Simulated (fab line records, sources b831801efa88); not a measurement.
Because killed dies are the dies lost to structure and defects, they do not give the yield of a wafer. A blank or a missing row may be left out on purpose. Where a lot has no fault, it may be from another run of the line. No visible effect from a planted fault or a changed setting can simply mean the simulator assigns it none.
What tool caused it? + flow sky130 + Sampling: 11 lots, 33 wafers, 5 of 708 route steps

WHAT EACH GAUGE READ, for each wafer
SKY_VIA4_OVL_MEAS_11. Usual: VIA4_OVL -0.9 nm, standard deviation 1.4.
| lot  | measured     | on         | VIA4_OVL (nm)  | flag |
|------|--------------|------------|----------------|------|
| L590 | day 42 20:47 | overlay-02 | 0.7 2.5 -1.0   |      |
| L591 | day 43 07:31 | overlay-01 | -1.2 -1.7 -0.7 |      |
| L592 | day 43 08:37 | overlay-02 | -1.1 -0.3 -1.1 |      |
| L593 | day 43 20:13 | overlay-02 | -1.5 -2.1 -1.2 |      |
| L594 | day 44 04:13 | overlay-01 | -1.4 0.6 -0.2  |      |
| L595 | day 44 10:29 | overlay-01 | -2.3 -2.8 -3.2 |      |
| L599 | day 45 21:19 | overlay-02 | -3.1 -3.2 -1.7 |      |
| L602 | day 46 06:53 | overlay-02 | -2.7 -2.9 -1.2 |      |
| L603 | day 46 15:05 | overlay-02 | -0.6 -1.0 -0.3 |      |
| L609 | day 47 16:53 | overlay-02 | -2.9 1.2 -1.9  |      |
| L612 | day 48 06:32 | overlay-02 | -0.7 -1.4 -0.9 |      |

SKY_METAL5_THK_MEAS_06: measures by xrf. Usual: METAL5_ALCU_THK 1151 nm, standard deviation 15.
| lot  | measured     | on            | METAL5_ALCU_THK (nm) | flag |
|------|--------------|---------------|----------------------|------|
| L590 | day 42 22:28 | film_metro-02 | 1165 1160 1140       |      |
| L591 | day 43 09:13 | film_metro-03 | 1138 1135 1157       |      |
| L592 | day 43 10:18 | film_metro-03 | 1154 1144 1147       |      |
| L593 | day 43 21:54 | film_metro-01 | 1142 1134 1114       |      |
| L594 | day 44 06:00 | film_metro-03 | 1150 1158 1163       |      |
| L595 | day 44 12:16 | film_metro-02 | 1137 1143 1144       |      |
| L599 | day 45 23:13 | film_metro-01 | 1135 1140 1166       |      |
| L602 | day 46 08:59 | film_metro-02 | 1122 1099 1118       |      |
| L603 | day 46 16:49 | film_metro-02 | 1171 1165 1162       |      |
| L609 | day 47 18:35 | film_metro-02 | 1170 1156 1147       |      |
| L612 | day 48 08:13 | film_metro-03 | 1142 1159 1164       |      |

SKY_PASSIVATION_THK_MEAS_03. Usual: PASSIVATION_CVD_02_THK 542 nm, standard deviation 7.5.
| lot  | measured     | on            | PASSIVATION_CVD_02_THK (nm) | flag |
|------|--------------|---------------|-----------------------------|------|
| L590 | day 43 22:20 | film_metro-03 | 527 539 534                 |      |
| L591 | day 44 08:33 | film_metro-03 | 542 541 545                 |      |
| L592 | day 44 10:07 | film_metro-04 | 542 545 551                 |      |
| L593 | day 44 21:08 | film_metro-03 | 533 538 543                 |      |
| L594 | day 45 05:27 | film_metro-04 | 527 543 550                 |      |
| L595 | day 45 10:57 | film_metro-04 | 536 549 550                 |      |
| L599 | day 46 19:45 | film_metro-03 | 542 539 544                 |      |
| L602 | day 47 06:28 | film_metro-04 | 544                         |      |
| L603 | day 47 12:36 | film_metro-03 | 538                         |      |
| L609 | day 48 15:20 | film_metro-04 | 536 542 546                 |      |
| L612 | day 49 03:43 | film_metro-04 | 539 550 544                 |      |

WHAT TOOL EACH LOT RAN ON (gives the tool, then ch and the chambers of the sampled wafers, and finally the start)
| lot  | SKY_METAL5_METAL_ETCH_15          | SKY_METAL5_STRIP_16                  |
|------|-----------------------------------|--------------------------------------|
| L590 | rie_metal-03 ch 0, day 43 21:02   | plasma_asher-01 ch 0, day 43 21:25   |
| L591 | rie_metal-04 ch 0,1, day 44 07:25 | plasma_asher-03 ch 0,1, day 44 07:39 |
| L592 | rie_metal-03 ch 1, day 44 08:33   | plasma_asher-03 ch 0, day 44 08:47   |
| L593 | rie_metal-03 ch 0,1, day 44 19:54 | plasma_asher-03 ch 0,1, day 44 20:08 |
| L594 | rie_metal-02 ch 1, day 45 03:51   | plasma_asher-01 ch 0,1, day 45 04:05 |
| L595 | rie_metal-04 ch 0, day 45 09:40   | plasma_asher-04 ch 0,1, day 45 09:54 |
| L599 | rie_metal-02 ch 0,1, day 46 18:37 | plasma_asher-01 ch 0,1, day 46 18:51 |
| L602 | rie_metal-03 ch 0,1, day 47 05:19 | plasma_asher-04 ch 0,1, day 47 05:33 |
| L603 | rie_metal-03 ch 0,1, day 47 11:25 | plasma_asher-03 ch 0,1, day 47 11:39 |
| L609 | rie_metal-02 ch 0,1, day 48 14:07 | plasma_asher-01 ch 0,1, day 48 14:26 |
| L612 | rie_metal-04 ch 0,1, day 49 02:30 | plasma_asher-03 ch 0,1, day 49 02:44 |
- SKY_METAL5_METAL_ETCH_15: etches the open film in Cl2/BCl3, stops on SiO2, target depth 1260 nm, time 252 s.
- SKY_METAL5_STRIP_16: strips in O2/N2.

AS READ BY THE TOOLS THEMSELVES (means over the sampled wafers that have a number; for cases with no such wafer, the mark the record gives instead)
SKY_METAL5_METAL_ETCH_15. Usual: drypump_motor_current_A 5.88 A, standard deviation 0.27; oes_product_au 0.894 a.u., standard deviation 0.0054; rf_fwd_power_W 897.7 W, standard deviation 2.8; throttle_valve_pct 22.263 %, standard deviation 0.009.
| lot  | tool         | drypump_motor_current_A (A) | oes_product_au (a.u.) | rf_fwd_power_W (W) | throttle_valve_pct (%) | flag |
|------|--------------|-----------------------------|-----------------------|--------------------|------------------------|------|
| L590 | rie_metal-03 | 5.96                        | 0.893                 | 892.8              | 22.254                 |      |
| L591 | rie_metal-04 | 5.74                        | 0.896                 | 897.7              | 22.263                 |      |
| L592 | rie_metal-03 | 5.62                        | 0.894                 | 898.5              | 22.265                 |      |
| L593 | rie_metal-03 | 5.85                        | 0.895                 | 899.5              | 22.257                 |      |
| L594 | rie_metal-02 | 6.09                        | 0.892                 | 899.9              | 22.264                 |      |
| L595 | rie_metal-04 | 5.81                        | 0.894                 | 896.8              | 22.264                 |      |
| L599 | rie_metal-02 | 6.37                        | 0.894                 | 899.5              | 22.260                 |      |
| L602 | rie_metal-03 | 5.74                        | 0.836                 | 899.1              | 22.264                 | OFF  |
| L603 | rie_metal-03 | 5.74                        | 0.833                 | 900.6              | 22.263                 | OFF  |
| L609 | rie_metal-02 | 6.36                        | 0.893                 | 897.1              | 22.265                 |      |
| L612 | rie_metal-04 | 5.68                        | 0.893                 | 897.4              | 22.266                 |      |

SKY_METAL5_STRIP_16. Usual: drypump_motor_current_A 5.7 A, standard deviation 0.5; oes_product_au 0.710 a.u., standard deviation 0.0048; strip_time_to_endpoint_s 13.07 s, standard deviation 0.17.
| lot  | tool            | drypump_motor_current_A (A) | oes_product_au (a.u.) | strip_time_to_endpoint_s (s) | flag |
|------|-----------------|-----------------------------|-----------------------|------------------------------|------|
| L590 | plasma_asher-01 | 6.2                         | 0.709                 | 13.10                        |      |
| L591 | plasma_asher-03 | 5.5                         | 0.707                 | 12.90                        |      |
| L592 | plasma_asher-03 | 5.8                         | 0.708                 | 13.03                        |      |
| L593 | plasma_asher-03 | 5.5                         | 0.707                 | 13.12                        |      |
| L594 | plasma_asher-01 | 5.9                         | 0.711                 | 13.38                        |      |
| L595 | plasma_asher-04 | 5.9                         | 0.712                 | 12.87                        |      |
| L599 | plasma_asher-01 | 5.7                         | 0.707                 | 13.28                        |      |
| L602 | plasma_asher-04 | 5.3                         | 0.710                 | 14.77                        | OFF  |
| L603 | plasma_asher-03 | 5.5                         | 0.711                 | 14.80                        | OFF  |
| L609 | plasma_asher-01 | 5.7                         | 0.705                 | 13.23                        |      |
| L612 | plasma_asher-03 | 5.6                         | 0.710                 | 13.04                        |      |

THE ANSWER, worked out from the rows above alone
Rule: lot off if the mean of its wafers having a number is beyond 3 standard deviations from the usual mean. Also off: a lot with no number at a reading for which 4 or more lots have one. The other lots that the step has rows for count as sound. First the gauges in route order, then the tools' own readings, where a lot's mean is used as printed above. The first step at which some lot is off is used, and at that step the reading that is off furthest; a lot without a number counts as furthest.
Off, at SKY_METAL5_METAL_ETCH_15 on oes_product_au: L602, L603.
If a tool, at that step or one of the process steps before it, ran each lot that is off and ran no sound lot following the first of them, it fits. One candidate fits, namely rie_metal-03 at SKY_METAL5_METAL_ETCH_15. Its last sound lot is L593 (day 44 19:54), its first lot that is off L602 (day 47 05:19): a fault that began between those two fits.
On the lots that are off, the tool's own readings at SKY_METAL5_METAL_ETCH_15 differ by more than 5 times the standard deviation of the sound lots' means, which bears it out; oes_product_au reads 0.835 a.u. there versus 0.894 a.u. on the sound lots.

WHAT HAD BEEN PUT IN BY THE SIMULATOR
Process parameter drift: rie_metal-03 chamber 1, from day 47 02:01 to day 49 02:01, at SKY_METAL5_METAL_ETCH_15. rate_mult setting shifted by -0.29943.
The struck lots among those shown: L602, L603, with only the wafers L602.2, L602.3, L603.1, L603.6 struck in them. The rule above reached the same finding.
